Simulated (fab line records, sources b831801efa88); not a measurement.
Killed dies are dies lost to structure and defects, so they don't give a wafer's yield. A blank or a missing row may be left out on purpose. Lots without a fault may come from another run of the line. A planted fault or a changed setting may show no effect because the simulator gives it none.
Which tool did it? | flow sky130 | 6 lots, 17 wafers sampled, at 4 steps of a route of 708

WHAT THE GAUGES READ, wafer by wafer
SKY_VIA2_CD_MEAS_12: target cd 200 nm.
lot  | measured     | on        | cd_nm (nm)
L698 | day 36 22:57 | cd_sem-02 | 197.7 198.2 197.6
L700 | day 38 05:01 | cd_sem-01 | 200.8 201.6 200.6
L702 | day 38 20:13 | cd_sem-02 | 199.8 200.4 198.7
L706 | day 39 15:13 | cd_sem-02 | 199.5 189.2
L714 | day 41 20:45 | cd_sem-02 | 201.8 202.4 201.1
L719 | day 43 03:57 | cd_sem-02 | 199.1 199.5 198.7

WHICH TOOL RAN EACH LOT (tool, then ch and the chambers of the sampled wafers, then the start)
lot  | SKY_VIA1_CMP_02               | SKY_METAL2_SPUTTER_04        | SKY_VIA2_EXPOSE_09
L698 | cmp-01 ch 0,1,2, day 33 12:26 | pvd_sputter-04, day 34 16:27 | krf_scanner-02 ch 0, day 36 09:59
L700 | cmp-02 ch 0,2,3, day 34 18:44 | pvd_sputter-04, day 35 22:23 | krf_scanner-01 ch 0, day 37 16:11
L702 | cmp-01 ch 0,3, day 35 11:19   | pvd_sputter-02, day 36 15:02 | krf_scanner-01 ch 0, day 38 08:20
L706 | cmp-02 ch 2,3, day 36 07:29   | pvd_sputter-04, day 37 11:41 | krf_scanner-01 ch 0, day 39 02:45
L714 | cmp-02 ch 1,2,3, day 38 15:53 | pvd_sputter-02, day 39 18:31 | krf_scanner-02 ch 0, day 41 08:42
L719 | cmp-01 ch 0,2,3, day 40 00:46 | pvd_sputter-04, day 41 02:19 | krf_scanner-01 ch 0, day 42 16:41
- SKY_VIA1_CMP_02: polishes SiO2.
- SKY_METAL2_SPUTTER_04: material TiN, target thk 70 nm, time 58.3 s.
- SKY_VIA2_EXPOSE_09: exposes mask VIM2, target cd 200 nm.

THE ANSWER, worked out from the rows above alone
Rule: what is usual is taken from the lots themselves. Put in order of their means at a reading, lots are off if they are a third of the lots or fewer, leave a main group of 4 or more, and stand apart from it by a gap of 3 or more times the standard deviation of the main group's means; of several such gaps the widest counts. A main group whose means are all the same, to the digits that the tables above print for the reading, isn't used. A lot without any number at a reading at which 4 lots or more have one is off too. The other lots that the step has rows for count as sound.
No lot is off at any reading shown: from this, nothing can be told.

WHAT THE SIMULATOR HAD PUT IN
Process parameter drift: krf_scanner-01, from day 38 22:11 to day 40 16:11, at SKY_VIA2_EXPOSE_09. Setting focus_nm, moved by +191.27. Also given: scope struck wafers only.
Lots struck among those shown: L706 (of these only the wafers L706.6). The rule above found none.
